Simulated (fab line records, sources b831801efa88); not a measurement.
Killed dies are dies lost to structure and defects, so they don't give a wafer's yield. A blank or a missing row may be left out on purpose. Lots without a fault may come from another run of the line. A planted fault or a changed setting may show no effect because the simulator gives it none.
fab line records | flow sky130
record lots=11 wafers=33 last_day=50
route steps=708 shown CONTACT@423 METAL1@439 CAP2M@617 PAD_OPEN@708
lots that met no fault: from a run of the same line without faults
start_h: hours from the record's first day to the start of the lot's first wafer shown | wait_h: hours since the lot's step before | " the same as in the row above | L1.1+2: a row that stands for several wafers | - no value, or no start given | * or withheld: withheld | < > ~ a bound
route shown NAME@n: a module of which the file shows steps, and the number in the route of the first | usual: mean/standard deviation of fault-free wafers | same: alike in all rows | chamber/n: place in a boat | sites: the reading at each site | _std_site: their standard deviation | _edge_site: outer sites' mean less inner sites' | radius_mm: how far each site lies from the wafer's centre | mask NAME#n: copy n | behind: the tool/chamber that last shaped the wafer | hold: why the lot was held/for how many hours/how that ended | device: the transistor (n, p or np) that didn't switch | end of line: the same wafers' tests at the end of the route | a step without rows: its recipe alone | killed: dies lost to structure and defects at the first sort, not the wafer's yield | map: a wafer's dies, x killed, . not, _ none there
set.NAME: the setting as run; set.NAME@STEP: as run at that earlier step | model.NAME: the simulator's own value behind a step, which no gauge read
steps of the route over a sample of lots; a table a step, a row a wafer
services: from which hour (start_h, from the record's first day; less than 0 if before it) a tool's chamber was out of use, for how many hours, and why
## steps
# step SKY_CONTACT_ETCH_17
# recipe target=SiO2 chemistry=C4F8/O2/Ar stop_on=Si3N4 mask_material=KrF-thick source_w=1500 bias_w=1200 pressure_mtorr=40 c4f8_flow_sccm=withheld O2_flow_sccm=6 Ar_flow_sccm=300 time_s=withheld target_depth_a=3400
# usual oes_product_au=0.892/0.0048
# columns lot.wafer tool chamber start_h wait_h oes_product_au
L790.1 rie_diel-04 2 725.32 0.0 0.888
L790.4 " 1 " " 0.887
L790.6 " 1 " " 0.892
L792.2 rie_diel-01 2 747.37 0.0 0.894
L792.4 " 3 " " 0.900
L792.5 " 1 " " 0.899
L793.1 rie_diel-04 1 754.73 0.0 0.888
L793.5 " 0 " " 0.895
L793.6 " 3 " " 0.894
L796.1 rie_diel-04 0 780.08 0.0 0.893
L796.2 " 1 " " 0.892
L796.4 " 2 " " 0.893
L800.2 rie_diel-01 2 811.83 0.0 0.895
L800.3 " 1 " " 0.882
L800.6 " 3 " " 0.889
L805.1 rie_diel-04 3 850.01 0.0 0.904
L805.3 " 1 " " 0.883
L805.6 " 0 " " 0.887
L806.1 rie_diel-02 2 872.62 0.0 0.894
L806.2 " 3 " " 0.902
L806.5 " 1 " " 0.891
L807.1 rie_diel-04 0 900.61 0.0 0.898
L807.3 " 1 " " 0.893
L807.6 " 1 " " 0.891
L809.1 rie_diel-02 2 901.54 0.0 0.884
L809.4 " 1 " " 0.889
L809.6 " 1 " " 0.891
L811.3 rie_diel-02 1 902.23 0.0 0.896
L811.4 " 3 " " 0.881
L811.5 " 2 " " 0.883
L812.1 rie_diel-02 3 907.61 0.0 0.890
L812.2 " 2 " " 0.894
L812.3 " 1 " " 0.888
# step SKY_CONTACT_STRIP_19
# recipe chemistry=O2/N2 power_w=1400 pressure_mtorr=1500 platen_temp_c=withheld o2_flow_sccm=3000 n2_flow_sccm=300 overash_fraction=0.5
# usual drypump_motor_current_A=5.6/0.32 o2_flow_sccm=2999/9.6 oes_product_au=0.381/0.0044 strip_time_to_endpoint_s=3.62/0.032
# columns lot.wafer tool chamber start_h wait_h drypump_motor_current_A o2_flow_sccm oes_product_au rf_hours_counter_h strip_time_to_endpoint_s
L790.1 plasma_asher-04 1 725.41 - 5.3 3001 0.380 30 3.62
L790.4 " 0 " " 5.6 2992 0.386 - 3.62
L790.6 " 1 " " 5.3 3000 0.373 - 3.62
L792.2 plasma_asher-01 1 747.46 - 4.9 3007 0.379 0 3.62
L792.4 " 0 " " 5.6 2998 0.379 - 3.59
L792.5 " 0 " " 5.6 3001 0.376 - 3.58
L793.1 plasma_asher-03 1 754.82 - 5.7 2999 0.378 90 3.58
L793.5 " 0 " " 5.9 2996 0.385 - 3.68
L793.6 " 1 " " 5.8 2994 0.382 - 3.65
L796.1 plasma_asher-03 0 780.17 - 5.9 3015 0.378 92 3.61
L796.2 " 1 " " 5.8 2990 0.379 92 3.56
L796.4 " 0 " " 5.9 3004 0.377 - 3.61
L800.2 plasma_asher-03 1 811.92 - 5.8 2996 0.380 96 3.63
L800.3 " 0 " " 5.8 3014 0.377 - 3.55
L800.6 " 0 " " 5.9 3012 0.386 - 3.60
L805.1 plasma_asher-04 1 850.10 - 5.3 3005 0.374 44 3.64
L805.3 " 0 " " 5.5 2984 0.375 - 3.59
L805.6 " 1 " " 5.2 3009 0.384 - 3.65
L806.1 plasma_asher-03 1 872.71 - 5.8 3004 0.381 102 3.63
L806.2 " 0 " " 5.9 2994 0.378 102 3.58
L806.5 " 1 " " 5.7 2989 0.382 - 3.59
L807.1 plasma_asher-01 1 900.70 - 4.9 2994 0.382 13 3.61
L807.3 " 1 " " 4.9 3016 0.379 - 3.57
L807.6 " 0 " " 5.6 2997 0.374 - 3.57
L809.1 plasma_asher-03 0 901.68 - 5.8 3004 0.371 105 3.64
L809.4 " 0 " " 5.8 3010 0.387 - 3.63
L809.6 " 0 " " 5.9 3007 0.377 - 3.63
L811.3 plasma_asher-04 1 902.35 - 5.3 2998 0.381 - 3.65
L811.4 " 0 " " 5.5 2994 0.383 - 3.60
L811.5 " 1 " " 5.3 2995 0.384 - 3.63
L812.1 plasma_asher-01 0 907.70 - 5.6 3009 0.384 14 3.59
L812.2 " 1 " " 4.9 2996 0.381 14 3.63
L812.3 " 1 " " 4.9 3001 0.383 - 3.61
# step SKY_METAL1_RS_MEAS_05
# recipe thk_meas_gauge=four-point-probe reads=TiN_of_METAL1_SPUTTER_04+Ti_of_METAL1_SPUTTER_03+AlCu_of_METAL1_SPUTTER_02+TiN_of_METAL1_SPUTTER_01+Ti_of_METAL1_SPUTTER_00
# usual METAL1_ALCU_RS=0.1324/0.0019
# columns lot.wafer tool chamber start_h wait_h METAL1_ALCU_RS[ohm/sq]
L790.1 film_metro-04 - 726.83 0.0 0.1347
L790.4 " - " " 0.1331
L790.6 " - " " 0.1320
L792.2 film_metro-03 - 748.87 0.0 0.1279
L792.4 " - " " 0.1289
L792.5 " - " " 0.1304
L793.1 film_metro-03 - 756.25 0.0 0.1304
L793.5 " - " " 0.1315
L793.6 " - " " 0.1321
L796.1 film_metro-03 - 781.56 0.0 0.1297
L796.2 " - " " 0.1301
L796.4 " - " " 0.1320
L800.2 film_metro-01 - 813.32 0.0 0.1377
L800.3 " - " " 0.1338
L800.6 " - " " 0.1370
L805.1 film_metro-04 - 851.55 0.0 0.1293
L805.3 " - " " 0.1298
L805.6 " - " " 0.1308
L806.1 film_metro-04 - 874.14 0.0 0.1329
L806.2 " - " " 0.1333
L806.5 " - " " 0.1310
L807.1 film_metro-01 - 902.43 0.0 0.1320
L807.3 " - " " 0.1343
L807.6 " - " " 0.1333
L809.1 film_metro-01 - 903.52 0.0 0.1327
L809.4 " - " " 0.1324
L809.6 " - " " 0.1342
L811.3 film_metro-01 - 903.87 0.1 0.1330
L811.4 " - " " 0.1301
L811.5 " - " " 0.1320
L812.1 film_metro-01 - 909.14 0.0 0.1322
L812.2 " - " " 0.1324
L812.3 " - " " 0.1345
# step SKY_CAP2M_STRIP_14
# recipe chemistry=O2/N2 power_w=1400 pressure_mtorr=1500 platen_temp_c=withheld o2_flow_sccm=3000 n2_flow_sccm=300 overash_fraction=0.5
# usual drypump_motor_current_A=5.4/0.33 o2_flow_sccm=3000/8.9 oes_product_au=0.710/0.0045 strip_time_to_endpoint_s=12.73/0.047
# columns lot.wafer tool chamber start_h wait_h drypump_motor_current_A o2_flow_sccm oes_product_au rf_hours_counter_h strip_time_to_endpoint_s
L790.1 plasma_asher-04 1 946.99 0.1 5.3 2996 0.716 53 12.71
L790.4 " 0 " " 5.5 2993 0.704 - 12.72
L790.6 " 0 " " 5.5 2993 0.707 - 12.71
L792.2 plasma_asher-01 1 966.45 0.1 4.8 3015 0.703 20 12.74
L792.4 " 1 " " 4.9 2987 0.704 - 12.71
L792.5 " 1 " " 4.9 3012 0.706 - 12.72
L793.1 plasma_asher-01 0 973.50 0.1 5.6 2991 0.712 21 12.66
L793.5 " 1 " " 4.9 2999 0.710 - 12.66
L793.6 " 0 " " 5.6 2997 0.720 - 12.69
L796.1 plasma_asher-04 0 992.84 0.1 5.5 2998 0.714 58 12.73
L796.2 " 1 " " 5.3 2991 0.709 58 12.67
L796.4 " 0 " " 5.6 2992 0.713 - 12.73
L800.2 plasma_asher-01 1 1022.19 0.1 4.9 2987 0.709 26 12.70
L800.3 " 1 " " 4.8 3000 0.706 - 12.70
L800.6 " 0 " " 5.6 2997 0.700 - 12.72
L805.1 plasma_asher-04 0 1054.54 0.1 5.5 2395 0.698 63 12.86
L805.3 " 1 " " 5.3 2403 0.702 - 12.86
L805.6 " 0 " " 5.5 2391 0.704 - 12.84
L806.1 plasma_asher-04 1 1073.30 0.1 5.3 2399 0.702 65 12.85
L806.2 " 0 " " 5.5 2398 0.711 65 12.84
L806.5 " 0 " " 5.5 2405 0.708 - 12.90
L807.1 plasma_asher-01 0 1095.70 0.1 5.6 3002 0.713 33 12.78
L807.3 " 0 " " 5.6 2989 0.713 - 12.81
L807.6 " 1 " " 4.9 3002 0.706 - 12.75
L809.1 plasma_asher-03 0 1095.98 0.1 5.9 2993 0.709 3 12.81
L809.4 " 0 " " 5.8 3000 0.701 - 12.80
L809.6 " 1 " " 5.8 3005 0.711 - 12.77
L811.3 plasma_asher-03 0 1096.93 0.1 5.9 3003 0.719 - 12.69
L811.4 " 1 " " 5.8 3014 0.714 - 12.75
L811.5 " 0 " " 5.9 2994 0.711 - 12.72
L812.1 plasma_asher-03 0 1101.69 0.1 5.9 2990 0.717 4 12.74
L812.2 " 1 " " 5.8 2987 0.707 4 12.80
L812.3 " 1 " " 5.8 2996 0.710 - 12.78
# step SKY_PAD_OPEN_PROBE_99
# usual defect_limited_yield=82.8/1.7 killed_at_M0_to_M3=43/6.2 killed_at_M4_up=2.8/1.7 killed_at_contacts=24/4.8 killed_at_front_end=15/4.3 killed_at_other=0.3/0.55 killed_dies=85/8.4 killed_open=46/6.7 killed_short=38/6.2 sort_bin_3_pad_short=0.9/0.46 sort_bin_5_function=10.2/1.3 sort_bin_6_memory=6.1/0.9 sort_n_pass=407/8.4 sort_yield_pct=82.8/1.7
# same gross_dies=492 killed_at_back_side=0 sort_bin_4_leakage[%]=0 sort_bin_8_speed[%]=0
# columns lot.wafer tool chamber start_h wait_h defect_limited_yield[%] killed_at_M0_to_M3 killed_at_M4_up killed_at_contacts killed_at_front_end killed_at_other killed_dies killed_open killed_short sort_bin_3_pad_short[%] sort_bin_5_function[%] sort_bin_6_memory[%] sort_n_pass sort_yield_pct[%]
L790.1 prober-01 - 1067.45 0.1 84.3 44 2 17 14 0 77 45 32 0.4 9.3 5.9 415 84.3
L790.4 prober-01 - 1067.60 0.2 86.2 27 5 20 16 0 68 40 28 0.2 8.3 5.3 424 86.2
L790.6 prober-01 - 1067.70 0.2 81.3 46 2 33 10 1 92 58 34 0.4 12.6 5.7 400 81.3
L792.2 prober-01 - 1082.64 0.1 83.5 38 5 26 12 0 81 43 38 0.8 10.0 5.7 411 83.5
L792.4 prober-01 - 1082.74 0.2 79.1 50 4 28 21 0 103 53 50 0.4 13.2 7.3 389 79.1
L792.5 prober-01 - 1082.79 0.2 81.9 42 5 29 13 0 89 38 51 2.0 10.4 5.7 403 81.9
L793.1 prober-02 - 1089.25 0.1 82.1 40 3 32 13 0 88 45 43 1.2 10.6 6.1 404 82.1
L793.5 prober-02 - 1089.45 0.2 83.3 39 3 26 14 0 82 34 48 1.0 8.3 7.3 410 83.3
L793.6 prober-02 - 1089.50 0.2 86.4 36 5 15 11 0 67 34 33 0.4 6.7 6.5 425 86.4
L796.1 prober-01 - 1107.49 0.1 83.5 41 0 28 12 0 81 47 34 1.0 9.1 6.3 411 83.5
L796.2 prober-01 - 1107.54 0.1 80.9 47 3 34 10 0 94 55 39 1.4 12.2 5.5 398 80.9
L796.4 prober-01 - 1107.64 0.2 82.3 54 2 17 14 0 87 41 45 0.6 9.1 7.9 405 82.3
L800.2 prober-01 - 1131.65 0.1 83.3 41 4 25 11 1 82 36 46 2.0 8.1 6.5 410 83.3
L800.3 prober-01 - 1131.70 0.2 82.3 48 1 21 17 0 87 50 36 1.0 10.4 6.3 405 82.3
L800.6 prober-01 - 1131.85 0.2 85.0 31 2 22 19 0 74 41 33 0.6 9.6 4.9 418 85.0
L805.1 prober-02 - 1156.45 0.1 82.7 47 2 21 15 0 85 38 46 1.2 10.0 6.1 407 82.7
L805.3 prober-02 - 1156.55 0.2 80.9 58 2 15 17 2 94 52 39 1.0 10.8 7.3 398 80.9
L805.6 prober-02 - 1156.70 0.2 83.5 40 4 18 18 1 81 34 46 1.6 8.3 6.5 411 83.5
L806.1 prober-01 - 1171.89 0.1 81.3 54 4 22 12 0 92 56 36 0.4 10.8 7.5 400 81.3
L806.2 prober-01 - 1171.94 0.1 82.5 40 2 21 23 0 86 38 48 1.8 9.1 6.5 406 82.5
L806.5 prober-01 - 1172.09 0.2 78.7 50 3 27 25 0 105 56 49 1.2 12.6 7.5 387 78.7
L807.1 prober-02 - 1190.53 0.1 81.1 46 3 26 18 0 93 46 47 1.0 13.2 4.7 399 81.1
L807.3 prober-02 - 1190.63 0.2 78.9 60 1 28 15 0 104 57 47 2.2 10.4 8.5 388 78.9
L807.6 prober-02 - 1190.78 0.2 83.5 43 2 25 10 1 81 41 39 0.6 8.9 6.9 411 83.5
L809.1 prober-01 - 1193.59 0.1 82.3 33 6 29 19 0 87 46 41 0.8 11.0 5.9 405 82.3
L809.4 prober-01 - 1193.74 0.2 84.1 47 1 18 12 0 78 51 27 0.4 9.6 5.9 414 84.1
L809.6 prober-01 - 1193.84 0.2 82.7 48 4 13 19 1 85 49 35 1.2 10.8 5.3 407 82.7
L811.3 prober-01 - 1195.19 0.2 83.3 44 1 24 13 0 82 48 34 0.4 8.5 7.7 410 83.3
L811.4 prober-01 - 1195.24 0.2 84.8 40 1 18 16 0 75 41 34 0.4 9.8 5.1 417 84.8
L811.5 prober-01 - 1195.29 0.2 82.3 40 5 24 17 1 87 41 46 0.8 11.0 5.9 405 82.3
L812.1 prober-01 - 1202.80 0.1 81.3 52 5 21 14 0 92 48 44 1.0 10.2 7.5 400 81.3
L812.2 prober-01 - 1202.85 0.1 84.3 47 1 16 13 0 77 40 37 0.6 10.0 5.1 415 84.3
L812.3 prober-01 - 1202.90 0.2 80.3 45 4 26 22 0 97 55 42 1.2 13.2 5.3 395 80.3
# killed by level:class
L790.1 VIA1:geometric_particle:open=12 CONTACT:geometric_particle:open=8 VIA3:geometric_particle:open=8 CONTACT:geometric_particle:short=6 VIA2:geometric_particle:open=6 VIA2:geometric_particle:short=5 FIELD_ISO:geometric_particle:short=3 FIELD_ISO:geometric_particle:open=3
L790.4 CONTACT:geometric_particle:open=7 VIA3:geometric_particle:open=6 VIA2:geometric_particle:open=6 LI_CONTACT:geometric_particle:open=5 VIA1:geometric_particle:open=5 FIELD_ISO:geometric_particle:short=4 POLY_GATE:geometric_particle:open=4 LOCAL_INTERCONNECT:geometric_particle:short=4
L790.6 VIA1:geometric_particle:open=20 CONTACT:geometric_particle:open=17 LI_CONTACT:geometric_particle:open=6 CONTACT:geometric_particle:short=5 LOCAL_INTERCONNECT:geometric_particle:short=5 VIA1:geometric_particle:short=4 METAL2:geometric_particle:short=4 VIA2:geometric_particle:open=4
L792.2 VIA1:geometric_particle:open=8 CONTACT:geometric_particle:open=7 LI_CONTACT:geometric_particle:open=7 VIA1:geometric_particle:short=7 VIA3:geometric_particle:open=4 LOCAL_INTERCONNECT:geometric_particle:short=4 METAL2:geometric_particle:short=4 FIELD_ISO:geometric_particle:open=3
L792.4 VIA1:geometric_particle:open=11 VIA3:geometric_particle:open=10 CONTACT:geometric_particle:open=7 METAL2:geometric_particle:short=7 FIELD_ISO:geometric_particle:open=6 CONTACT:geometric_particle:short=6 LI_CONTACT:geometric_particle:open=6 METAL1:geometric_particle:short=6
L792.5 VIA1:geometric_particle:open=11 FIELD_ISO:geometric_particle:short=8 CONTACT:geometric_particle:short=8 METAL1:geometric_particle:short=7 LI_CONTACT:geometric_particle:open=7 METAL2:geometric_particle:short=7 VIA2:geometric_particle:open=5 LOCAL_INTERCONNECT:geometric_particle:short=5
L793.1 LI_CONTACT:geometric_particle:open=12 CONTACT:geometric_particle:open=10 VIA1:geometric_particle:open=7 VIA1:geometric_particle:short=6 VIA2:geometric_particle:open=6 VIA3:geometric_particle:open=6 FIELD_ISO:geometric_particle:short=5 CONTACT:geometric_particle:short=5
L793.5 METAL2:geometric_particle:short=9 LI_CONTACT:geometric_particle:short=7 LI_CONTACT:geometric_particle:open=7 FIELD_ISO:geometric_particle:short=6 CONTACT:geometric_particle:short=5 METAL1:geometric_particle:short=5 VIA1:geometric_particle:open=5 CONTACT:geometric_particle:open=4
L793.6 VIA1:geometric_particle:open=9 METAL2:geometric_particle:short=6 VIA2:geometric_particle:open=6 LOCAL_INTERCONNECT:geometric_particle:short=5 LI_CONTACT:geometric_particle:open=4 METAL4:geometric_particle:short=4 METAL1:geometric_particle:short=4 VIA3:geometric_particle:open=4
L796.1 VIA1:geometric_particle:open=12 VIA3:geometric_particle:open=12 CONTACT:geometric_particle:short=9 CONTACT:geometric_particle:open=9 METAL2:geometric_particle:short=6 LI_CONTACT:geometric_particle:open=4 FIELD_ISO:geometric_particle:short=3 LOCAL_INTERCONNECT:geometric_particle:short=3
L796.2 VIA1:geometric_particle:open=11 LI_CONTACT:geometric_particle:open=10 CONTACT:geometric_particle:open=8 VIA3:geometric_particle:open=8 VIA1:geometric_particle:short=5 LOCAL_INTERCONNECT:geometric_particle:short=5 CONTACT:geometric_particle:short=5 METAL1:geometric_particle:short=5
L796.4 VIA1:geometric_particle:open=11 VIA2:geometric_particle:open=10 METAL1:geometric_particle:short=6 CONTACT:geometric_particle:open=5 VIA1:geometric_particle:short=5 VIA3:geometric_particle:open=5 FIELD_ISO:geometric_particle:short=4 VIA3:geometric_particle:short=4
L800.2 CONTACT:geometric_particle:open=10 VIA1:geometric_particle:open=9 METAL1:geometric_particle:short=7 CONTACT:geometric_particle:short=6 VIA1:geometric_particle:short=6 FIELD_ISO:geometric_particle:open=4 VIA2:geometric_particle:open=4 METAL4:geometric_particle:short=4
L800.3 VIA1:geometric_particle:open=12 CONTACT:geometric_particle:open=9 VIA2:geometric_particle:open=8 METAL1:geometric_particle:short=7 LI_CONTACT:geometric_particle:open=7 VIA3:geometric_particle:open=7 VIA1:geometric_particle:short=5 FIELD_ISO:geometric_particle:open=4
L800.6 CONTACT:geometric_particle:open=8 VIA1:geometric_particle:short=6 VIA2:geometric_particle:open=6 CONTACT:geometric_particle:short=5 POLY_GATE:geometric_particle:open=5 FIELD_ISO:geometric_particle:open=4 FIELD_ISO:geometric_particle:short=4 POLY_GATE:geometric_particle:short=4
L805.1 VIA3:geometric_particle:open=8 VIA1:geometric_particle:open=6 POLY_GATE:geometric_particle:open=6 LI_CONTACT:geometric_particle:open=6 METAL1:geometric_particle:short=6 VIA1:geometric_particle:short=5 CONTACT:geometric_particle:short=5 CONTACT:geometric_particle:open=5
L805.3 VIA1:geometric_particle:open=13 VIA3:geometric_particle:open=9 METAL2:geometric_particle:short=9 VIA1:geometric_particle:short=8 FIELD_ISO:geometric_particle:short=6 VIA2:geometric_particle:open=6 POLY_GATE:geometric_particle:open=5 LI_CONTACT:geometric_particle:open=5
L805.6 CONTACT:geometric_particle:open=9 VIA1:geometric_particle:open=8 FIELD_ISO:geometric_particle:short=6 VIA3:geometric_particle:open=6 VIA1:geometric_particle:short=5 METAL2:geometric_particle:short=5 FIELD_ISO:geometric_particle:open=4 LOCAL_INTERCONNECT:geometric_particle:short=4
L806.1 VIA1:geometric_particle:open=15 VIA3:geometric_particle:open=11 CONTACT:geometric_particle:open=8 VIA2:geometric_particle:open=8 LOCAL_INTERCONNECT:geometric_particle:short=5 METAL1:geometric_particle:short=4 VIA1:geometric_particle:short=4 METAL3:geometric_particle:short=4
L806.2 POLY_GATE:geometric_particle:short=7 LI_CONTACT:geometric_particle:open=7 VIA1:geometric_particle:open=6 METAL2:geometric_particle:short=6 METAL1:geometric_particle:short=5 SPACER:geometric_particle:open=5 VIA1:geometric_particle:short=5 VIA2:geometric_particle:short=5
L806.5 VIA1:geometric_particle:open=12 LI_CONTACT:geometric_particle:open=10 CONTACT:geometric_particle:open=9 POLY_GATE:geometric_particle:short=8 VIA2:geometric_particle:open=7 VIA2:geometric_particle:short=6 METAL2:geometric_particle:short=5 VIA3:geometric_particle:open=5
L807.1 VIA1:geometric_particle:open=13 CONTACT:geometric_particle:open=9 LOCAL_INTERCONNECT:geometric_particle:short=8 FIELD_ISO:geometric_particle:short=6 METAL3:geometric_particle:short=6 METAL2:geometric_particle:short=6 POLY_GATE:geometric_particle:open=5 VIA3:geometric_particle:open=5
L807.3 VIA1:geometric_particle:open=13 LI_CONTACT:geometric_particle:open=11 METAL1:geometric_particle:short=9 CONTACT:geometric_particle:open=9 METAL2:geometric_particle:short=9 VIA3:geometric_particle:open=6 VIA1:geometric_particle:short=6 VIA2:geometric_particle:short=5
L807.6 VIA1:geometric_particle:open=11 CONTACT:geometric_particle:open=9 VIA3:geometric_particle:open=8 CONTACT:geometric_particle:short=5 FIELD_ISO:geometric_particle:short=4 FIELD_ISO:geometric_particle:open=4 LI_CONTACT:geometric_particle:short=4 VIA1:geometric_particle:short=4
L809.1 LI_CONTACT:geometric_particle:open=10 CONTACT:geometric_particle:open=7 METAL1:geometric_particle:short=7 VIA3:geometric_particle:open=7 VIA1:geometric_particle:open=6 CONTACT:geometric_particle:short=5 METAL4:geometric_particle:short=5 FIELD_ISO:geometric_particle:open=4
L809.4 VIA1:geometric_particle:open=13 VIA3:geometric_particle:open=8 LI_CONTACT:geometric_particle:open=7 CONTACT:geometric_particle:open=6 VIA2:geometric_particle:open=5 POLY_GATE:geometric_particle:short=4 METAL1:geometric_particle:short=4 METAL1:geometric_particle:open=4
L809.6 VIA3:geometric_particle:open=10 VIA1:geometric_particle:open=7 VIA2:geometric_particle:open=5 CONTACT:geometric_particle:open=5 FIELD_ISO:geometric_particle:short=4 POLY_GATE:geometric_particle:short=4 LI_CONTACT:geometric_particle:open=4 VIA2:geometric_particle:short=4
L811.3 LI_CONTACT:geometric_particle:open=11 VIA2:geometric_particle:open=8 VIA3:geometric_particle:open=8 POLY_GATE:geometric_particle:open=6 VIA1:geometric_particle:open=6 CONTACT:geometric_particle:open=5 METAL1:geometric_particle:short=5 METAL3:geometric_particle:short=5
L811.4 VIA1:geometric_particle:open=11 VIA3:geometric_particle:open=7 POLY_GATE:geometric_particle:open=5 LOCAL_INTERCONNECT:geometric_particle:short=5 VIA2:geometric_particle:open=5 METAL1:geometric_particle:short=4 FIELD_ISO:geometric_particle:open=3 SPACER:geometric_particle:short=3
L811.5 VIA1:geometric_particle:open=9 METAL1:geometric_particle:short=8 LI_CONTACT:geometric_particle:open=7 VIA3:geometric_particle:open=7 LOCAL_INTERCONNECT:geometric_particle:short=6 METAL3:geometric_particle:short=5 CONTACT:geometric_particle:open=4 METAL4:geometric_particle:short=4
L812.1 VIA1:geometric_particle:open=11 LI_CONTACT:geometric_particle:open=7 VIA2:geometric_particle:open=7 VIA3:geometric_particle:open=7 CONTACT:geometric_particle:open=6 VIA2:geometric_particle:short=6 METAL2:geometric_particle:short=6 CONTACT:geometric_particle:short=5
L812.2 VIA3:geometric_particle:open=9 VIA1:geometric_particle:open=7 CONTACT:geometric_particle:short=6 METAL1:geometric_particle:short=6 VIA2:geometric_particle:open=6 FIELD_ISO:geometric_particle:open=5 LI_CONTACT:geometric_particle:open=5 METAL2:geometric_particle:short=5
L812.3 CONTACT:geometric_particle:open=13 VIA1:geometric_particle:open=11 VIA1:geometric_particle:short=9 POLY_GATE:geometric_particle:short=7 POLY_GATE:geometric_particle:open=6 LI_CONTACT:geometric_particle:open=6 VIA3:geometric_particle:open=5 FIELD_ISO:geometric_particle:open=4
## services
# columns tool chamber start_h hours kind
rie_diel-04 1 711.31 4.9 repair
rie_diel-02 3 720.30 4.8 repair
plasma_asher-01 - 733.75 9.0 pm
rie_diel-04 2 733.94 4.7 repair
plasma_asher-01 - 742.75 2.8 pm
plasma_asher-01 - 751.47 0.6 repair
plasma_asher-01 - 807.45 15.6 pm
rie_diel-04 2 831.20 14.3 repair
plasma_asher-01 - 834.36 1.3 repair
rie_diel-02 2 857.07 6.9 repair
rie_diel-02 0 876.60 14.4 repair
rie_diel-02 3 896.88 4.8 repair
rie_diel-02 - 908.70 4.3 pm
plasma_asher-03 - 952.13 2.9 repair
rie_diel-04 - 968.93 0.8 repair
rie_diel-02 - 998.52 15.6 pm
plasma_asher-04 - 1007.67 14.6 pm
rie_diel-02 3 1015.45 5.2 repair
rie_diel-04 0 1054.04 6.5 repair
plasma_asher-03 - 1055.25 9.0 pm
plasma_asher-04 - 1077.76 4.3 pm
rie_diel-04 0 1087.93 2.5 repair
plasma_asher-04 - 1095.31 3.8 repair
rie_diel-04 - 1096.40 2.8 pm
## key
first_sign step=SKY_CAP2M_STRIP_14 reading=o2_flow_sccm direction=down sigmas=68 usual=3000 struck=2398
effect step=SKY_CAP2M_STRIP_14 reading=strip_time_to_endpoint_s direction=up sigmas=2.7 usual=* struck=*
met_at SKY_CAP2M_STRIP_14
struck_lots L805,L806
not_acting_at SKY_CONTACT_ETCH_17,SKY_CONTACT_STRIP_19,SKY_METAL1_RS_MEAS_05
onset_between 992.84 1054.54
fault kind=process_parameter_drift tool=plasma_asher-04 chamber=- onset_h=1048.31 steps=SKY_CAP2M_STRIP_14 channel=o2_flow_sccm offset=-600 shape=step end_h=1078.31 acts_in=these_recipes_only stated=3000
